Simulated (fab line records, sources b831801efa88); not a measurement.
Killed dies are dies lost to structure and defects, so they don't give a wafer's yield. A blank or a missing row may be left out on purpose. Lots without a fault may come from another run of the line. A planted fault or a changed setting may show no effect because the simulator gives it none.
Which tool did it? | flow sky130 | 14 lots, 42 wafers sampled, at 2 steps of a route of 708

WHAT THE GAUGES READ, wafer by wafer
The record holds no reading of a measuring or inspecting step that can be judged against a usual standard deviation.

WHICH TOOL RAN EACH LOT (tool, then ch and the chambers of the sampled wafers, then the start)
lot  | SKY_VIA3_COAT_07                  | SKY_VIA3_STRIP_16
L596 | litho_track-04 ch 0, day 39 03:00 | plasma_asher-01 ch 0,1, day 39 17:26
L597 | litho_track-02 ch 0, day 39 20:00 | plasma_asher-04 ch 0,1, day 40 07:46
L599 | litho_track-04 ch 0, day 40 07:00 | plasma_asher-01 ch 0,1, day 40 21:17
L598 | litho_track-04 ch 0, day 40 13:00 | plasma_asher-04 ch 0,1, day 41 02:24
L600 | litho_track-02 ch 0, day 40 21:00 | plasma_asher-04 ch 0,1, day 41 09:28
L603 | litho_track-01 ch 0, day 41 05:00 | plasma_asher-04 ch 0,1, day 41 16:16
L602 | litho_track-04 ch 0, day 41 07:00 | plasma_asher-02 ch 0,1, day 41 20:18
L605 | litho_track-04 ch 0, day 42 02:00 | plasma_asher-02 ch 0,1, day 42 14:10
L607 | litho_track-02 ch 0, day 43 13:00 | plasma_asher-01 ch 0,1, day 44 02:20
L608 | litho_track-04 ch 0, day 43 13:00 | plasma_asher-04 ch 0,1, day 44 02:24
L611 | litho_track-02 ch 0, day 43 23:00 | plasma_asher-04 ch 0,1, day 44 11:56
L615 | litho_track-04 ch 0, day 44 14:00 | plasma_asher-04 ch 0,1, day 45 01:02
L616 | litho_track-01 ch 0, day 45 03:00 | plasma_asher-04 ch 0,1, day 45 14:35
L619 | litho_track-02 ch 0, day 45 17:00 | plasma_asher-02 ch 0,1, day 46 04:19
- SKY_VIA3_COAT_07: resist thk 450 nm.
- SKY_VIA3_STRIP_16: strips in O2/N2.

WHAT THE TOOLS THEMSELVES READ (means of the sampled wafers that have a number; where no wafer has one, the mark that the record gives instead)
SKY_VIA3_STRIP_16. Usual: drypump_motor_current_A 5.73 A, standard deviation 0.16; oes_product_au 0.402 a.u., standard deviation 0.0049; strip_time_to_endpoint_s 4.13 s, standard deviation 0.034.
lot  | tool            | drypump_motor_current_A (A) | oes_product_au (a.u.) | strip_time_to_endpoint_s (s) | flag
L596 | plasma_asher-01 | 5.98                        | 0.400                 | 4.09                         |
L597 | plasma_asher-04 | 5.63                        | 0.401                 | 4.11                         |
L599 | plasma_asher-01 | 5.94                        | 0.397                 | 4.09                         |
L598 | plasma_asher-04 | 5.64                        | 0.400                 | 4.15                         |
L600 | plasma_asher-04 | 5.62                        | 0.401                 | 4.08                         |
L603 | plasma_asher-04 | 5.63                        | 0.399                 | 4.13                         |
L602 | plasma_asher-02 | 5.61                        | 0.405                 | 4.12                         |
L605 | plasma_asher-02 | 5.61                        | 0.405                 | 4.09                         |
L607 | plasma_asher-01 | 5.97                        | 0.407                 | 4.12                         |
L608 | plasma_asher-04 | 5.64                        | 0.381                 | 3.65                         | OFF
L611 | plasma_asher-04 | 5.65                        | 0.400                 | 4.12                         |
L615 | plasma_asher-04 | 5.62                        | 0.382                 | 3.64                         | OFF
L616 | plasma_asher-04 | 5.61                        | 0.404                 | 4.16                         |
L619 | plasma_asher-02 | 5.62                        | 0.403                 | 4.14                         |

THE ANSWER, worked out from the rows above alone
Rule: a lot is off if the mean of its wafers that have a number lies more than 3 standard deviations from the usual mean. A lot without any number at a reading at which 4 lots or more have one is off too. The other lots that the step has rows for count as sound. The gauges are gone through in route order, then the tools' own readings, and for those a lot's mean is taken as printed above. The first step at which some lot is off is used, and at that step the reading that is off furthest; a lot without a number counts as furthest.
Off: L608, L615, at SKY_VIA3_STRIP_16 (strip_time_to_endpoint_s).
A tool fits if, at that step or a process step before it, it ran every lot that is off, and no sound lot after the first of them. One fits: litho_track-04 at SKY_VIA3_COAT_07. Its last sound lot is L605 (day 42 02:00), its first lot that is off L608 (day 43 13:00): a fault that began between those two fits.

WHAT THE SIMULATOR HAD PUT IN
Process parameter drift: litho_track-04, from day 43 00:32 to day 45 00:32, at SKY_VIA3_COAT_07. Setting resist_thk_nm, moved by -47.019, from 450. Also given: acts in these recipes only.
Lots struck among those shown: L608, L615. The rule above found the same.
